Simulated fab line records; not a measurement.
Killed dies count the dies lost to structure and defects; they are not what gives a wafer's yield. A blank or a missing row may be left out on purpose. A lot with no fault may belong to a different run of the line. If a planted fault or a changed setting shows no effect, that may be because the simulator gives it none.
Which tool was responsible?    flow sky130    6 lots, 18 wafers sampled, at 2 steps of a route of 708

WHAT EACH GAUGE READ, for each wafer
SKY_VIA4_RS_MEAS_19: uses a four-point probe to measure.
lot   measured      on             VIA4_W_RS (ohm/sq)
L687  day 43 11:00  film_metro-02  0.2285 0.2229 0.2266
L688  day 44 04:16  film_metro-01  0.2279 0.2275 0.2252
L691  day 44 14:11  film_metro-03  0.2280 0.2289 0.2306
L698  day 46 23:17  film_metro-01  0.2253 0.2254 0.2256
L703  day 47 08:14  film_metro-01  0.2316 0.2294 0.2279
L709  day 48 20:54  film_metro-03  0.2274 0.2289 0.2266

WHAT TOOL EACH LOT RAN ON (gives the tool, then ch and the chambers of the sampled wafers, and finally the start)
lot   SKY_VIA4_CVD_18
L687  cvd_w-02 ch 0,1, day 43 10:50
L688  cvd_w-01 ch 0,1, day 44 04:07
L691  cvd_w-02 ch 0,1, day 44 14:01
L698  cvd_w-02 ch 0, day 46 23:08
L703  cvd_w-02 ch 0,1, day 47 08:05
L709  cvd_w-02 ch 0,1, day 48 20:44
- SKY_VIA4_CVD_18: deposits W, target thk 505 nm, time 152.14 s.

THE ANSWER, worked out from the rows above alone
Rule: what is usual is taken from the lots themselves. The widest of any qualifying gaps counts: lots, ordered by their means at a reading, are off when they make up no more than a third of the lots, leave a main group of 4 or more, and stand apart from it by 3 or more times the standard deviation of that group's means. A main group whose means are all the same, to the digits that the tables above print for the reading, isn't used. A lot without any number at a reading at which 4 lots or more have one is off too. Any other lot the step has rows for is counted as sound.
No lot is off at any reading shown: from this, nothing can be told.

WHAT THE SIMULATOR HAD PUT IN
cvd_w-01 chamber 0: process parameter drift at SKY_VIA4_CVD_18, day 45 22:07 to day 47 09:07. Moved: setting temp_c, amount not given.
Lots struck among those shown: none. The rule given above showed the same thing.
